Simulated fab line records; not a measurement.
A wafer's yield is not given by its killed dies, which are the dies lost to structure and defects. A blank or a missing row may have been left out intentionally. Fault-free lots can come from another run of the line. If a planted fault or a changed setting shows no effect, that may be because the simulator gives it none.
fab line records	flow sfqLine
[record] lots = 6	wafers = 18	lastDay = 85
route steps=325 shown L0@4 L0V@16 M0@28
lots that met no fault: from a run of the same line without faults
startH: the number of hours between the record's first day and the start of the first shown wafer of the lot	waitH: hours elapsed since this lot's preceding step	" the same as in the row above	L1.1+2: several wafers, shown together as one row	- either no value or no given start	* or withheld: withheld	< > ~ a bound
route shown NAME@n: names a module that has steps shown in the file, with the first one's number in the route	usual: mean/standard deviation taken from wafers without a fault	same: alike in all rows	chamber/n: place in a boat	sites: per-site readings	_std_site: standard deviation of those values	_edge_site: mean of outer sites minus mean of inner sites	radiusMm: for every site, how far away it sits from the centre of the wafer	mask NAME#n: copy n	behind: tool/chamber where the wafer was last shaped	hold: what put the lot on hold/how long, in hours/how the hold closed	device: names the non-switching transistor (n, p or np)	end of line: the route-end tests of the same wafers	step lacking rows: just its recipe	killed: count of dies lost to structure and defects at first sort (not the wafer's yield)	map: shows each die of a wafer: x if killed, . if not, _ if none is there
set.NAME: the setting the step ran with; set.NAME@STEP: the setting that earlier step ran with	model.NAME: the simulator's own value behind a step, which no gauge read
certain route steps with their lots: each step a table, each wafer a row
services: from which hour (startH, from the record's first day; less than 0 if before it) a tool's chamber was out of use, for how many hours, and why
[[steps]]
[step SFQ_L0_RS_MEAS_901]
[recipe] thkMeasGauge = four-point-probe	reads = MoNx_KI_of_TRILAYER_L0_DEP_SPUTTER_003
[usual] L0_MONX_KI_RS = 43.8/0.6
lot.wafer	tool	chamber	startH	waitH	L0_MONX_KI_RS[ohm/sq]
L263.1	filmMetro-01	-	17.56	0.0	42.3
L263.3	"	-	"	"	42.6
L263.5	"	-	"	"	43.8
L264.3	filmMetro-01	-	22.60	0.1	44.7
L264.5	"	-	"	"	44.8
L264.6	"	-	"	"	44.6
L269.2	filmMetro-03	-	47.58	0.1	44.5
L269.3	"	-	"	"	44.5
L269.5	"	-	"	"	43.5
L270.2	filmMetro-01	-	52.58	0.1	44.1
L270.5	"	-	"	"	43.8
L270.6	"	-	"	"	44.4
L283.4	filmMetro-03	-	117.62	0.1	44.6
L283.5	"	-	"	"	43.9
L283.6	"	-	"	"	43.9
L284.1	filmMetro-04	-	122.56	0.0	44.6
L284.3	"	-	"	"	43.9
L284.6	"	-	"	"	44.0
[step SFQ_L0_THK_MEAS_902]
[recipe] thkMeasGauge = xrf	reads = MoNx_KI_of_TRILAYER_L0_DEP_SPUTTER_003
[usual] L0_MONX_KI_THK = 39.8/0.56
lot.wafer	tool	chamber	startH	waitH	L0_MONX_KI_THK[nm]
L263.1	filmMetro-01	-	17.68	0.1	41.4
L263.3	"	-	"	"	41.3
L263.5	"	-	"	"	40.2
L264.3	filmMetro-01	-	22.70	0.1	39.2
L264.5	"	-	"	"	39.2
L264.6	"	-	"	"	39.2
L269.2	filmMetro-03	-	47.69	0.1	39.0
L269.3	"	-	"	"	38.9
L269.5	"	-	"	"	39.7
L270.2	filmMetro-01	-	52.69	0.1	39.3
L270.5	"	-	"	"	39.7
L270.6	"	-	"	"	39.3
L283.4	filmMetro-03	-	117.71	0.1	39.0
L283.5	"	-	"	"	39.3
L283.6	"	-	"	"	39.5
L284.1	filmMetro-04	-	122.68	0.1	39.3
L284.3	"	-	"	"	40.0
L284.6	"	-	"	"	39.7
[step SFQ_TRILAYER_L0_LITHO_COAT_010]
[recipe] resist = BARC	spinRpm = 3000	resistThkNm = 62
[step SFQ_TRILAYER_L0_LITHO_COAT_005]
[recipe] resist = KrF	spinRpm = 3000	resistThkNm = 600
[step SFQ_TRILAYER_L0_LITHO_SOFTBAKE_009]
[recipe] tempC = withheld	timeS = withheld	resist = KrF
[step SFQ_TRILAYER_L0_LITHO_EXPOSE_006]
[recipe] maskId = L0	na = 0.6	sourceShape = conventional	sigmaOuter = 0.65	targetCdNm = 2000	doseMj = 14.4
[step SFQ_TRILAYER_L0_LITHO_PEB_008]
[recipe] pebTempC = 115	pebTimeS = 60	resist = KrF
[step SFQ_TRILAYER_L0_LITHO_DEVELOP_007]
[recipe] timeS = 60	resist = KrF
[step SFQ_TRILAYER_L0_BARC_OPEN_METAL_ETCH_010]
[recipe] maskMaterial = PR	chemistry = O2	targetDepthNm = 125	target = BARC	icpW = 600	biasW = 80	pressureMtorr = 10	timeS = 41.7
[usual] drypumpMotorCurrentA = 5.9/0.42	oesProductAu = 0.685/0.004
lot.wafer	tool	chamber	startH	waitH	drypumpMotorCurrentA	oesProductAu	rfHoursCounterH
L263.1	rieMetal-03	1	86.90	0.1	6.6	0.680	71
L263.3	"	0	"	"	6.2	0.683	-
L263.5	"	0	"	"	6.2	0.689	-
L264.3	rieMetal-02	0	88.12	0.1	5.4	0.683	-
L264.5	"	0	"	"	5.4	0.690	-
L264.6	"	1	"	"	6.2	0.688	-
L269.2	rieMetal-02	1	111.74	0.1	6.2	0.681	56
L269.3	"	1	"	"	6.2	0.687	-
L269.5	"	0	"	"	5.4	0.682	-
L270.2	rieMetal-04	1	114.14	0.1	5.5	0.696	11
L270.5	"	0	"	"	5.7	0.691	-
L270.6	"	1	"	"	5.5	0.689	-
L283.4	rieMetal-04	0	203.89	0.1	5.7	0.684	-
L283.5	"	1	"	"	5.5	0.679	-
L283.6	"	0	"	"	5.7	0.680	-
L284.1	rieMetal-04	0	207.25	0.1	5.7	0.684	155
L284.3	"	1	"	"	5.6	0.684	-
L284.6	"	0	"	"	5.7	0.687	-
[step SFQ_TRILAYER_L0_ETCH_METAL_ETCH_008]
[recipe] target = MoNx_KI	stopOn = SiO2	maskMaterial = PR	chemistry = SF6/O2	targetDepthNm = 50	icpW = 600	biasW = 80	pressureMtorr = 10	timeS = 25
[usual] drypumpMotorCurrentA = 5.9/0.42	oesProductAu = 0.870/0.0076
lot.wafer	tool	chamber	startH	waitH	drypumpMotorCurrentA	oesProductAu	rfHoursCounterH
L263.1	rieMetal-03	1	86.96	0.0	6.6	0.881	71
L263.3	"	0	"	"	6.2	0.881	-
L263.5	"	0	"	"	6.2	0.873	-
L264.3	rieMetal-02	0	88.18	0.0	5.4	0.862	-
L264.5	"	0	"	"	5.4	0.859	-
L264.6	"	1	"	"	6.2	0.862	-
L269.2	rieMetal-02	1	111.80	0.0	6.2	0.864	56
L269.3	"	1	"	"	6.2	0.865	-
L269.5	"	0	"	"	5.4	0.877	-
L270.2	rieMetal-04	1	114.20	0.0	5.5	0.862	11
L270.5	"	0	"	"	5.7	0.868	-
L270.6	"	1	"	"	5.6	0.865	-
L283.4	rieMetal-04	0	203.95	0.0	5.7	0.862	-
L283.5	"	1	"	"	5.6	0.867	-
L283.6	"	0	"	"	5.7	0.866	-
L284.1	rieMetal-04	0	207.31	0.0	5.7	0.861	155
L284.3	"	1	"	"	5.5	0.871	-
L284.6	"	0	"	"	5.7	0.864	-
[step SFQ_TRILAYER_L0_STRIP_STRIP_009]
[recipe] gas = O2	powerW = 200	platenTempC = 40	overashFraction = 0.65	chemistry = O2	pressureMtorr = 50
[usual] drypumpMotorCurrentA = 5.9/0.41	oesProductAu = 0.999/0.012
lot.wafer	tool	chamber	startH	waitH	drypumpMotorCurrentA	oesProductAu	rfHoursCounterH
L263.1	rieMetal-03	1	87.01	0.0	6.5	1.005	71
L263.3	"	0	"	"	6.2	1.011	-
L263.5	"	0	"	"	6.2	1.020	-
L264.3	rieMetal-02	0	88.41	0.2	5.4	1.003	-
L264.5	"	0	"	"	5.4	0.997	-
L264.6	"	1	"	"	6.2	1.002	-
L269.2	rieMetal-02	1	111.85	0.0	6.2	1.012	56
L269.3	"	1	"	"	6.2	1.018	-
L269.5	"	0	"	"	5.4	0.998	-
L270.2	rieMetal-04	1	114.25	0.0	5.6	0.980	11
L270.5	"	0	"	"	5.7	0.986	-
L270.6	"	1	"	"	5.5	0.986	-
L283.4	rieMetal-04	0	204.18	0.2	5.7	0.973	-
L283.5	"	1	"	"	5.5	0.994	-
L283.6	"	0	"	"	5.7	0.983	-
L284.1	rieMetal-04	0	207.36	0.0	5.7	0.993	156
L284.3	"	1	"	"	5.6	0.994	-
L284.6	"	0	"	"	5.7	0.993	-
[step SFQ_TRILAYER_L0_STRIP_SOLV_CLEAN_010]
[recipe] chemistry = NMP	tempC = 70	timeS = 600
[step SFQ_TRILAYER_L0_CAP_PECVD_011]
[recipe] material = SiO2	tempC = 150	timeS = 13.333	pressureTorr = 2.4	rfW = 183.3	precursor = SiH4/N2O	targetThkNm = 60
[usual] heaterPowerW = 86/17	susceptorTempC = 150.01/0.15	throttleValvePct = 24.7/1.8
lot.wafer	tool	chamber	startH	waitH	heaterPowerW	susceptorTempC	throttleValvePct	model.SiO2_of_TRILAYER_L0_CAP_PECVD_011.thkNm
L263.1	pecvd-03	0	87.80	0.0	104	150.07	24.8	60.52
L263.3	"	1	"	"	58	150.14	24.0	58.79
L263.5	"	0	"	"	106	150.27	24.7	61.37
L264.3	pecvd-01	0	88.98	0.0	61	149.94	23.9	59.42
L264.5	"	0	"	"	61	149.91	23.8	60.27
L264.6	"	2	"	"	99	150.03	23.6	60.57
L269.2	pecvd-03	0	112.62	0.0	107	149.70	24.9	55.97
L269.3	"	2	"	"	75	149.94	26.5	55.84
L269.5	"	0	"	"	104	150.01	24.6	57.35
L270.2	pecvd-03	1	115.02	0.0	67	149.92	24.1	55.77
L270.5	"	0	"	"	105	150.05	25.1	57.31
L270.6	"	1	"	"	69	150.04	23.6	56.53
L283.4	pecvd-01	1	204.76	0.0	112	149.98	29.5	59.48
L283.5	"	2	"	"	106	150.10	23.5	60.31
L283.6	"	0	"	"	54	149.97	23.8	59.39
L284.1	pecvd-04	0	208.13	0.0	100	150.13	23.6	58.99
L284.3	"	2	"	"	91	150.16	23.5	59.95
L284.6	"	2	"	"	88	149.94	23.2	60.94
[step SFQ_TRILAYER_L0_VIA_LITHO_COAT_018]
[recipe] resist = BARC	spinRpm = 3000	resistThkNm = 62
[step SFQ_TRILAYER_L0_VIA_LITHO_COAT_013]
[recipe] resist = KrF	spinRpm = 3000	resistThkNm = 650
[step SFQ_TRILAYER_L0_VIA_LITHO_SOFTBAKE_017]
[recipe] tempC = withheld	timeS = withheld	resist = KrF
[step SFQ_TRILAYER_L0_VIA_LITHO_EXPOSE_014]
[recipe] maskId = L0V	na = 0.6	sourceShape = conventional	sigmaOuter = 0.65	targetCdNm = 700	doseMj = 21.3
[step SFQ_TRILAYER_L0_VIA_LITHO_PEB_016]
[recipe] pebTempC = 115	pebTimeS = 60	resist = KrF
[step SFQ_TRILAYER_L0_VIA_LITHO_DEVELOP_015]
[recipe] timeS = 60	resist = KrF
[step SFQ_L0V_OVL_MEAS_903]
[usual] L0V_OVL = 0/5
lot.wafer	tool	chamber	startH	waitH	L0V_OVL[nm]
L263.1	overlay-01	-	153.23	0.1	7
L263.3	"	-	"	"	13
L263.5	"	-	"	"	15
L264.3	overlay-01	-	157.22	0.1	-1
L264.5	"	-	"	"	-2
L264.6	"	-	"	"	1
L269.2	overlay-02	-	197.25	0.1	-5
L269.3	"	-	"	"	0
L269.5	"	-	"	"	-2
L270.2	overlay-01	-	200.85	0.1	0
L270.5	"	-	"	"	-1
L270.6	"	-	"	"	-5
L283.4	overlay-01	-	321.13	0.1	-7
L283.5	"	-	"	"	-4
L283.6	"	-	"	"	-7
L284.1	overlay-02	-	325.91	0.1	-5
L284.3	"	-	"	"	-8
L284.6	"	-	"	"	-4
[step SFQ_TRILAYER_L0_VIA_BARC_OPEN_VIA_ETCH_021]
[recipe] maskMaterial = PR	chemistry = O2	targetDepthNm = 125	target = BARC	sourceW = 500	biasW = 80	pressureMtorr = 30	timeS = 41.7
[usual] drypumpMotorCurrentA = 5.5/0.37	oesProductAu = 0.685/0.0047
lot.wafer	tool	chamber	startH	waitH	drypumpMotorCurrentA	oesProductAu	rfHoursCounterH
L263.1	rieDiel-04	0	153.27	0.0	5.8	0.691	63
L263.3	"	2	"	"	5.2	0.679	120
L263.5	"	1	"	"	6.0	0.689	-
L264.3	rieDiel-04	1	157.24	0.0	5.9	0.682	0
L264.5	"	0	"	"	5.8	0.693	-
L264.6	"	1	"	"	5.9	0.685	-
L269.2	rieDiel-03	1	197.28	0.0	4.9	0.689	5
L269.3	"	2	"	"	6.1	0.691	1
L269.5	"	2	"	"	6.1	0.681	-
L270.2	rieDiel-03	1	200.88	0.0	4.8	0.678	5
L270.5	"	0	"	"	5.8	0.690	-
L270.6	"	1	"	"	4.8	0.680	-
L283.4	rieDiel-04	1	321.15	0.0	6.0	0.688	2
L283.5	"	3	"	"	5.4	0.680	-
L283.6	"	0	"	"	5.8	0.687	-
L284.1	rieDiel-03	1	325.95	0.0	4.8	0.674	7
L284.3	"	0	"	"	5.9	0.682	94
L284.6	"	1	"	"	4.8	0.678	-
[step SFQ_TRILAYER_L0_VIA_ETCH_VIA_ETCH_016]
[recipe] target = SiO2	stopOn = MoNx_KI	maskMaterial = PR	chemistry = CHF3	targetDepthNm = 80	sourceW = 500	biasW = 80	pressureMtorr = 30	timeS = withheld
[usual] drypumpMotorCurrentA = 5.5/0.37	oesProductAu = 0.842/0.0088
lot.wafer	tool	chamber	startH	waitH	drypumpMotorCurrentA	oesProductAu	model.L0V.featureDepthNm	model.etch.depthNm
L263.1	rieDiel-04	0	153.30	0.0	5.8	0.850	60.52	60.52
L263.3	"	2	"	"	5.2	0.832	58.79	58.79
L263.5	"	1	"	"	6.0	0.846	61.37	61.37
L264.3	rieDiel-04	1	157.28	0.0	6.0	0.834	59.42	59.42
L264.5	"	0	"	"	5.8	0.850	60.27	60.27
L264.6	"	1	"	"	6.0	0.850	60.57	60.57
L269.2	rieDiel-03	1	197.32	0.0	4.8	0.819	55.97	55.97
L269.3	"	2	"	"	6.1	0.813	55.84	55.84
L269.5	"	2	"	"	6.1	0.824	57.35	57.35
L270.2	rieDiel-03	1	200.92	0.0	4.8	0.804	55.77	55.77
L270.5	"	0	"	"	5.9	0.823	57.31	57.31
L270.6	"	1	"	"	4.8	0.820	56.53	56.53
L283.4	rieDiel-04	1	321.19	0.0	6.0	0.832	59.48	59.48
L283.5	"	3	"	"	5.4	0.856	60.31	60.31
L283.6	"	0	"	"	5.8	0.838	59.39	59.39
L284.1	rieDiel-03	1	325.99	0.0	4.8	0.840	58.99	58.99
L284.3	"	0	"	"	5.9	0.843	59.95	59.95
L284.6	"	1	"	"	4.8	0.846	60.94	60.94
[step SFQ_TRILAYER_L0_VIA_STRIP_STRIP_017]
[recipe] gas = O2	powerW = 200	platenTempC = 40	overashFraction = 0.65	chemistry = O2	pressureMtorr = 50
[step SFQ_TRILAYER_L0_VIA_STRIP_SOLV_CLEAN_018]
[recipe] chemistry = NMP	tempC = 70	timeS = 600
[step SFQ_TRILAYER_M0_DEP_PRE_CLEAN_020]
[recipe] gas = Ar	timeS = 15	biasV = 250
lot.wafer	tool	chamber	startH	waitH	model.SiO2_of_TRILAYER_L0_CAP_PECVD_011.thkNm
L263.1	pvdSputter-05	-	154.13	0.0	55.52
L263.3	"	-	"	"	53.79
L263.5	"	-	"	"	56.37
L264.3	pvdSputter-06	-	158.10	0.0	54.42
L264.5	"	-	"	"	55.27
L264.6	"	-	"	"	55.57
L269.2	pvdSputter-04	-	198.16	0.0	50.97
L269.3	"	-	"	"	50.84
L269.5	"	-	"	"	52.35
L270.2	pvdSputter-06	-	202.34	0.0	50.77
L270.5	"	-	"	"	52.31
L270.6	"	-	"	"	51.53
L283.4	pvdSputter-05	-	322.01	0.0	54.48
L283.5	"	-	"	"	55.31
L283.6	"	-	"	"	54.39
L284.1	pvdSputter-05	-	326.81	0.0	53.99
L284.3	"	-	"	"	54.95
L284.6	"	-	"	"	55.94
[step SFQ_TRILAYER_M0_DEP_SPUTTER_019]
[recipe] material = Nb	basePressurePa = 1.33e-06	chamberPressurePa = 0.1333	substrateTempC = 20	resputterCathodeVoltageV = 400	targetThkNm = 200	powerW = 2000	timeS = 133.3
[usual] cathodeDcPowerW = 2000.0/0.37	chamberPressurePa = 0.13328/0.00029	throttleValvePct = 29.3/0.96
lot.wafer	tool	chamber	startH	waitH	cathodeDcPowerW	chamberPressurePa	throttleValvePct
L263.1	pvdSputter-05	-	154.15	0.0	2000.0	0.13351	28.7
L263.3	"	-	"	"	2000.2	0.13375	28.6
L263.5	"	-	"	"	2000.2	0.13293	29.7
L264.3	pvdSputter-06	-	158.13	0.0	2000.3	0.13329	27.7
L264.5	"	-	"	"	1999.9	0.13291	29.8
L264.6	"	-	"	"	1999.7	0.13378	27.7
L269.2	pvdSputter-04	-	198.19	0.0	2000.3	0.13365	27.8
L269.3	"	-	"	"	1999.9	0.1336	29.9
L269.5	"	-	"	"	2000.2	0.13289	30.9
L270.2	pvdSputter-06	-	202.37	0.0	1999.2	0.13324	27.8
L270.5	"	-	"	"	2000.5	0.1334	29.6
L270.6	"	-	"	"	2000.1	0.13327	27.7
L283.4	pvdSputter-05	-	322.04	0.0	2000.4	0.13345	29.7
L283.5	"	-	"	"	2000.3	0.13346	29.8
L283.6	"	-	"	"	1999.9	0.13295	29.7
L284.1	pvdSputter-05	-	326.84	0.0	2000.1	0.13303	29.7
L284.3	"	-	"	"	1999.9	0.13327	28.9
L284.6	"	-	"	"	1999.6	0.13346	29.6
[[services]]
tool	chamber	startH	hours	kind
pecvd-01	-	91.85	41.6	repair
rieMetal-04	1	95.07	4.4	repair
rieMetal-03	-	98.54	1.0	repair
rieDiel-03	0	113.28	2.9	repair
pecvd-03	-	116.53	6.0	pm
rieMetal-02	-	120.02	2.8	pm
pecvd-01	2	120.16	4.2	repair
rieMetal-04	1	132.15	14.7	repair
pecvd-03	-	147.20	1.4	repair
pvdSputter-04	-	152.05	9.4	repair
rieDiel-04	0	158.35	3.6	repair
rieMetal-03	0	162.99	43.4	repair
rieMetal-04	0	166.68	8.0	repair
pvdSputter-05	-	167.07	6.3	repair
rieMetal-02	0	190.11	6.2	repair
pvdSputter-05	-	213.45	18.4	repair
pvdSputter-05	-	223.96	4.4	repair
pecvd-01	-	232.18	1.7	repair
rieDiel-04	0	235.02	8.2	repair
rieDiel-03	0	235.89	4.1	repair
pvdSputter-05	-	246.98	3.1	repair
rieDiel-04	-	247.25	15.6	pm
rieDiel-03	2	293.47	9.8	repair
pvdSputter-05	-	317.41	4.2	repair
[[key]]
[firstSign] step = SFQ_TRILAYER_L0_VIA_ETCH_VIA_ETCH_016	reading = oesProductAu	direction = down	sigmas = 2.9	usual = 0.842	struck = 0.817
effect none on later readings
[modelEffect] step = SFQ_TRILAYER_L0_CAP_PECVD_011	value = SiO2_of_TRILAYER_L0_CAP_PECVD_011.thkNm	without = 60.8	struck = 56.46
[modelEffect] step = SFQ_TRILAYER_L0_VIA_ETCH_VIA_ETCH_016	value = L0V.featureDepthNm	without = 60.8	struck = 56.46
[modelEffect] step = SFQ_TRILAYER_M0_DEP_PRE_CLEAN_020	value = SiO2_of_TRILAYER_L0_CAP_PECVD_011.thkNm	without = 55.8	struck = 51.46
metAt SFQ_TRILAYER_L0_CAP_PECVD_011
struckWafers L269.2,L269.3,L269.5,L270.2,L270.5,L270.6
onsetBetween 87.80 112.62
[fault] kind = processParameterDrift	tool = pecvd-03	chamber = -	onsetH = 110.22	steps = SFQ_TRILAYER_L0_CAP_PECVD_011	channel = targetThkNm	offset = -4.3393	shape = step	endH = 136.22	actsIn = theseRecipesOnly	stated = 60
